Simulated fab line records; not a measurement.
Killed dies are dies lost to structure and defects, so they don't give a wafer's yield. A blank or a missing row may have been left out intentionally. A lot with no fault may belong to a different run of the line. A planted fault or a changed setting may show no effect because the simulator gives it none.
fab line records ; flow sfq_line
record lots=15; wafers=45; last_day=77
route steps=325 shown M8@321
lots with no fault: from the same line, run without faults
start_h: the number of hours between the record's first day and the start of the first shown wafer of the lot ; wait_h: hours from the lot's prior step to this one ; " identical to the entry in the row above ; L1.1+2: several wafers, shown together as one row ; - no value, or no start given ; * or withheld: withheld ; < > ~ a bound
route shown NAME@n: a module of which the file shows steps, and the number in the route of the first ; usual: average and standard deviation across the fault-free wafers ; same: alike in all rows ; chamber/n: place in a boat ; sites: readings site by site ; _std_site: the values' standard deviation ; _edge_site: mean of outer sites minus mean of inner sites ; radius_mm: for every site, how far away it sits from the centre of the wafer ; mask NAME#n: copy n ; behind: the tool/chamber that last shaped the wafer ; hold: why the lot was held/for how many hours/how that ended ; device: transistor that didn't switch, given as n, p or np ; end of line: the same wafers' tests at the end of the route ; for a step that has no rows: nothing shown but its recipe ; killed: count of dies lost to structure and defects at first sort (not the wafer's yield) ; map: a wafer's dies, marking killed ones x, the rest . and places with no die _
set.NAME: the run value of the setting; set.NAME@STEP: its run value at that earlier step ; model.NAME: the simulator's own value behind a step, which no gauge read
a sample of lots followed through the steps of the route, with each step as a table and each wafer as a row
services: when a tool's chamber went out of use (start_h, in hours from the record's first day, below 0 if earlier), for how many hours, and the reason
## steps
# step SFQ_TRILAYER_M8_DEP_EVAP_196
# recipe material=Au; angular_spread_deg=1; target_thk_nm=180; time_s=900; power_w=2000
lot.wafer;tool;chamber;start_h;wait_h
L109.1+3+6;pvd_sputter-01;-;1668.54;0.1
L110.1+2+6;pvd_sputter-02;-;1673.34;0.1
L112.1+2+3;pvd_sputter-02;-;1693.29;0.1
L114.1+2+6;pvd_sputter-02;-;1704.09;0.1
L115.3+4+5;pvd_sputter-01;-;1707.69;0.1
L117.3+5+6;pvd_sputter-01;-;1720.89;0.1
L119.2+5+6;pvd_sputter-01;-;1731.79;0.1
L121.1+5+6;pvd_sputter-01;-;1736.59;0.1
L124.3+5+6;pvd_sputter-02;-;1752.63;0.1
L125.1+2+3;pvd_sputter-01;-;1819.10;0.1
L126.1+2+5;pvd_sputter-02;-;1828.82;0.1
L127.2+3+5;pvd_sputter-01;-;1833.62;0.1
L128.1+4+5;pvd_sputter-02;-;1834.82;0.1
L129.4+5+6;pvd_sputter-01;-;1836.02;0.1
L130.2+5+6;pvd_sputter-02;-;1840.82;0.1
# step SFQ_M8_RS_MEAS_949
# recipe thk_meas_gauge=four-point-probe; reads=Au_of_TRILAYER_M8_DEP_EVAP_196+Pt_of_TRILAYER_M8_DEP_EVAP_198+Ti_of_TRILAYER_M8_DEP_EVAP_197
# usual M8_AU_RS=0.1537/0.002
lot.wafer;tool;chamber;start_h;wait_h;M8_AU_RS[ohm/sq]
L109.1;film_metro-01;-;1669.06;0.3;0.1586
L109.3;film_metro-01;-;1669.06;0.3;0.1549
L109.6;film_metro-01;-;1669.06;0.3;0.1526
L110.1;film_metro-04;-;1673.86;0.3;0.1547
L110.2;film_metro-04;-;1673.86;0.3;0.1538
L110.6;film_metro-04;-;1673.86;0.3;0.1552
L112.1;film_metro-02;-;1693.81;0.3;0.1522
L112.2;film_metro-02;-;1693.81;0.3;0.1548
L112.3;film_metro-02;-;1693.81;0.3;0.1554
L114.1;film_metro-02;-;1704.61;0.3;0.1558
L114.2;film_metro-02;-;1704.61;0.3;0.1523
L114.6;film_metro-02;-;1704.61;0.3;0.1531
L115.3;film_metro-01;-;1708.25;0.3;0.1572
L115.4;film_metro-01;-;1708.25;0.3;0.1507
L115.5;film_metro-01;-;1708.25;0.3;0.1572
L117.3;film_metro-04;-;1721.45;0.3;0.1252
L117.5;film_metro-04;-;1721.45;0.3;0.1224
L117.6;film_metro-04;-;1721.45;0.3;0.1256
L119.2;film_metro-01;-;1732.33;0.3;0.1230
L119.5;film_metro-01;-;1732.33;0.3;0.1232
L119.6;film_metro-01;-;1732.33;0.3;0.1255
L121.1;film_metro-02;-;1737.11;0.3;0.1248
L121.5;film_metro-02;-;1737.11;0.3;0.1276
L121.6;film_metro-02;-;1737.11;0.3;0.1245
L124.3;film_metro-01;-;1753.19;0.3;0.1519
L124.5;film_metro-01;-;1753.19;0.3;0.1536
L124.6;film_metro-01;-;1753.19;0.3;0.1532
L125.1;film_metro-02;-;1819.61;0.3;0.1556
L125.2;film_metro-02;-;1819.61;0.3;0.1531
L125.3;film_metro-02;-;1819.61;0.3;0.1576
L126.1;film_metro-02;-;1829.34;0.3;0.1553
L126.2;film_metro-02;-;1829.34;0.3;0.1544
L126.5;film_metro-02;-;1829.34;0.3;0.1533
L127.2;film_metro-02;-;1834.16;0.3;0.1529
L127.3;film_metro-02;-;1834.16;0.3;0.1546
L127.5;film_metro-02;-;1834.16;0.3;0.1547
L128.1;film_metro-02;-;1835.34;0.3;0.1567
L128.4;film_metro-02;-;1835.34;0.3;0.1570
L128.5;film_metro-02;-;1835.34;0.3;0.1575
L129.4;film_metro-01;-;1836.60;0.3;0.1505
L129.5;film_metro-01;-;1836.60;0.3;0.1501
L129.6;film_metro-01;-;1836.60;0.3;0.1524
L130.2;film_metro-04;-;1841.36;0.3;0.1547
L130.5;film_metro-04;-;1841.36;0.3;0.1547
L130.6;film_metro-04;-;1841.36;0.3;0.1535
# step SFQ_M8_THK_MEAS_950
# recipe thk_meas_gauge=xrf; reads=Au_of_TRILAYER_M8_DEP_EVAP_196
# usual M8_AU_THK=176.5/2.3
lot.wafer;tool;chamber;start_h;wait_h;M8_AU_THK[nm]
L109.1;film_metro-01;-;1669.18;0.1;170.5
L109.3;film_metro-01;-;1669.18;0.1;175.3
L109.6;film_metro-01;-;1669.18;0.1;176.6
L110.1;film_metro-04;-;1673.98;0.1;177.0
L110.2;film_metro-04;-;1673.98;0.1;176.9
L110.6;film_metro-04;-;1673.98;0.1;176.5
L112.1;film_metro-02;-;1693.93;0.1;178.3
L112.2;film_metro-02;-;1693.93;0.1;175.2
L112.3;film_metro-02;-;1693.93;0.1;174.0
L114.1;film_metro-02;-;1704.73;0.1;174.3
L114.2;film_metro-02;-;1704.73;0.1;177.5
L114.6;film_metro-02;-;1704.73;0.1;176.4
L115.3;film_metro-01;-;1708.35;0.1;171.5
L115.4;film_metro-01;-;1708.35;0.1;178.9
L115.5;film_metro-01;-;1708.35;0.1;171.3
L117.3;film_metro-04;-;1721.55;0.1;217.6
L117.5;film_metro-04;-;1721.55;0.1;222.5
L117.6;film_metro-04;-;1721.55;0.1;217.7
L119.2;film_metro-01;-;1732.44;0.1;218.8
L119.5;film_metro-01;-;1732.44;0.1;218.4
L119.6;film_metro-01;-;1732.44;0.1;216.4
L121.1;film_metro-02;-;1737.23;0.1;216.4
L121.5;film_metro-02;-;1737.23;0.1;212.0
L121.6;film_metro-02;-;1737.23;0.1;217.5
L124.3;film_metro-01;-;1753.29;0.1;176.7
L124.5;film_metro-01;-;1753.29;0.1;176.2
L124.6;film_metro-01;-;1753.29;0.1;176.5
L125.1;film_metro-02;-;1819.73;0.1;173.6
L125.2;film_metro-02;-;1819.73;0.1;176.2
L125.3;film_metro-02;-;1819.73;0.1;172.7
L126.1;film_metro-02;-;1829.46;0.1;174.7
L126.2;film_metro-02;-;1829.46;0.1;175.8
L126.5;film_metro-02;-;1829.46;0.1;177.1
L127.2;film_metro-02;-;1834.27;0.1;177.1
L127.3;film_metro-02;-;1834.27;0.1;175.8
L127.5;film_metro-02;-;1834.27;0.1;176.5
L128.1;film_metro-02;-;1835.46;0.1;173.3
L128.4;film_metro-02;-;1835.46;0.1;173.3
L128.5;film_metro-02;-;1835.46;0.1;172.4
L129.4;film_metro-01;-;1836.69;0.1;179.7
L129.5;film_metro-01;-;1836.69;0.1;180.7
L129.6;film_metro-01;-;1836.69;0.1;176.7
L130.2;film_metro-04;-;1841.47;0.1;175.9
L130.5;film_metro-04;-;1841.47;0.1;176.5
L130.6;film_metro-04;-;1841.47;0.1;177.6
## services
tool;chamber;start_h;hours;kind
pvd_sputter-02;-;1695.96;0.9;repair
## key
first_sign step=SFQ_M8_RS_MEAS_949; reading=M8_AU_RS; direction=down; sigmas=15; usual=0.1537; struck=0.1246
effect step=SFQ_M8_THK_MEAS_950; reading=M8_AU_THK; direction=up; sigmas=18; usual=176.5; struck=217.5
met_at SFQ_TRILAYER_M8_DEP_EVAP_196
struck_lots L117,L119,L121
onset_between 1707.69 1720.89
fault kind=process_parameter_drift; tool=pvd_sputter-01; chamber=-; onset_h=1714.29; steps=SFQ_TRILAYER_M8_DEP_EVAP_196; channel=target_thk_nm; offset=41.124; shape=step; end_h=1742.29; acts_in=these_recipes_only; stated=180
